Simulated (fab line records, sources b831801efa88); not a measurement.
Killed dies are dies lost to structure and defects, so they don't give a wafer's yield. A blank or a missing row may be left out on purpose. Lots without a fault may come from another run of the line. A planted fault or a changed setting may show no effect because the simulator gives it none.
Chamber matching | flow gf180mcu | GF_V2_CMP_26 on cmp-01: 4 sister chambers
The step polishes, stops on SiO2, t overpolish 15 s, target thk 0 nm. 8 wafers are shown with their chamber, then 8 later ones without.

WAFERS WITH THEIR CHAMBER
wafer  | chamber | motor_current_A (A) | time_to_endpoint_s (s)
L429.6 | 3       | 11.2                | 89
L430.1 | 0       | 10.5                | 93
L430.3 | 2       | 10.1                | 99
L430.6 | 1       | 9.7                 | 93
L431.1 | 3       | 12.0                | 94
L431.3 | 2       | 9.9                 | 95
L431.6 | 0       | 10.2                | 96
L432.4 | 1       | 10.7                | 88

WAFERS WITHOUT THEIR CHAMBER
wafer  | motor_current_A (A) | time_to_endpoint_s (s)
L432.5 | 9.9                 | 94
L432.6 | 10.9                | 91
L433.1 | 11.9                | 92
L433.2 | 9.7                 | 92
L433.6 | 9.5                 | 90
L437.1 | 10.2                | 88
L437.4 | 10.9                | 87
L437.6 | 10.0                | 86

WHICH CHAMBER EACH WENT THROUGH
wafer  | from the rows above               | in truth
L432.5 | can't be placed: 0 or 2 or 1      | 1
L432.6 | can't be placed: 3 or 1 or 0 or 2 | 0
L433.1 | 3                                 | 3
L433.2 | can't be placed: 1 or 0 or 2      | 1
L433.6 | can't be placed: 1 or 0 or 2      | 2
L437.1 | can't be placed: 1 or 0           | 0
L437.4 | can't be placed: 1 or 3 or 0 or 2 | 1
L437.6 | can't be placed: 1 or 0           | 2
Placed correctly: 1 of 8. Can't be placed from these rows: 7 (the true chamber is among the candidates in 6). Placed wrongly: 0.
How it was worked out, from the rows above alone: a wafer's distance from a chamber is the root of the sum, over the readings, of the square of ((its reading less the chamber's mean) divided by the reading's scatter). The wafer belongs to the nearest chamber; if the next one is less than 2 further off, it can't be placed. A chamber's mean is the mean of its shown wafers. The scatter: the root of (the sum of the squares of (reading less its chamber's mean) over the shown wafers, divided by (wafers less chambers)).
